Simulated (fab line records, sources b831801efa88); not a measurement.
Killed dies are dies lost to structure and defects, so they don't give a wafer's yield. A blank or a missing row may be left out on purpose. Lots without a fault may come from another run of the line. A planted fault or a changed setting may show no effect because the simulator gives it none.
Problem report in the 8D (eight disciplines) form, filled by code | flow gf180mcu | the parts of the form that need people (team, actions taken, sign-off) are left out

1. THE PROBLEM
HV_LDD_CVD_54_THK at GF_HV_LDD_THK_MEAS_55 reads a mean of 20.45 nm on 6 wafers of 2 lots; wafers without a fault read 10.05 nm with a standard deviation of 0.19. That is +55 standard deviations from the usual mean.
First seen on wafer L336.1, day 16 05:29, on film_metro-04. The record holds 39 wafers of 13 lots with a number at this step. Rule for "out", or "out of limits": more than 4 standard deviations from the usual mean. The other wafers with a number count as sound.

2. WHAT IT IS AND WHAT IT IS NOT
question                    | is                           | is not
which readings at this step | HV_LDD_CVD_54_THK            | -
which lots                  | L336, L337                   | L325, L326, L327, L338, L339, L343, L344, L345, L346, L347, L348
which wafers of those lots  | all that have a number       | -
read on which gauges        | film_metro-03, film_metro-04 | film_metro-01
when                        | from day 16 05:29            | up to then (9 sound wafers); but 24 sound wafers of L338, L339, L343, L344, L345, L346, L347, L348 came after

3. SUSPECTS, AND WHAT RULES EACH OUT
Counting: a tool at a process step up to the reading stays a suspect if it ran every lot that is out and no sound lot after the first of them.
- the gauge at GF_HV_LDD_THK_MEAS_55: ruled out. The wafers that are out were read on 2 gauges (film_metro-03, film_metro-04).
- lpcvd-02 at GF_HV_LDD_CVD_54 (deposits SiO2 from TEOS, target thk 10 nm, time 75 s): ruled out as a lasting fault. Sound lots L345, L346, L347 ran on it after its first lot that is out, L336 (day 16 04:28).
Left after counting: nothing in the record.

4. THE CAUSE (what the simulator had put in)
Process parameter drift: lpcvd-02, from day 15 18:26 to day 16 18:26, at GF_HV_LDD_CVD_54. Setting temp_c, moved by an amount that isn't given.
Counting ruled it out, wrongly: the rule takes a fault to strike every lot that its tool runs from its start on, and this one did not.

5. THE CHAIN OF EFFECTS, in route order
Each row: a reading whose mean over the struck wafers that have a number lies more than 3 standard deviations from the usual. Only readings for which the record gives a usual standard deviation are gone through. hours: the time from each lot's start at the first step in this table that gives one to its start at this step, as a median over the lots. sigmas: the change in usual standard deviations.
hours | step                  | reading           | usual    | on struck wafers | change | sigmas
0     | GF_HV_LDD_CVD_54      | spike_tc_bottom_C | 697.7 C  | 730.6            | +32.9  | +11
0     | GF_HV_LDD_CVD_54      | spike_tc_centre_C | 681.2 C  | 716.9            | +35.7  | +30
0     | GF_HV_LDD_CVD_54      | spike_tc_lower_C  | 679.9 C  | 715.0            | +35.1  | +22
0     | GF_HV_LDD_CVD_54      | spike_tc_top_C    | 697 C    | 733              | +36    | +11
0     | GF_HV_LDD_CVD_54      | spike_tc_upper_C  | 679.7 C  | 715.9            | +36.2  | +28
0     | GF_HV_LDD_CVD_54      | susceptor_temp_C  | 679.98 C | 715.38           | +35.40 | +99 or more
1     | GF_HV_LDD_THK_MEAS_55 | HV_LDD_CVD_54_THK | 10.05 nm | 20.45            | +10.39 | +55
The process steps in it:
- GF_HV_LDD_CVD_54: deposits SiO2 from TEOS, target thk 10 nm, time 75 s.
Later measuring or inspecting steps at which every struck wafer that the step has a row for has a number for every such reading, and none has moved that far: GF_CONTACT_CD_MEAS_14.

6. WHAT WOULD HAVE CAUGHT IT SOONER
In this record the first reading out of limits at a measuring or inspecting step was taken at day 16 05:29, 11 hours after the fault began at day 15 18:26.
The tool's own readings at GF_HV_LDD_CVD_54 were out on every struck wafer that the step has a row for (spike_tc_bottom_C, spike_tc_centre_C, spike_tc_lower_C, spike_tc_top_C, spike_tc_upper_C, susceptor_temp_C): an alarm limit on them would have fired on the first of those.
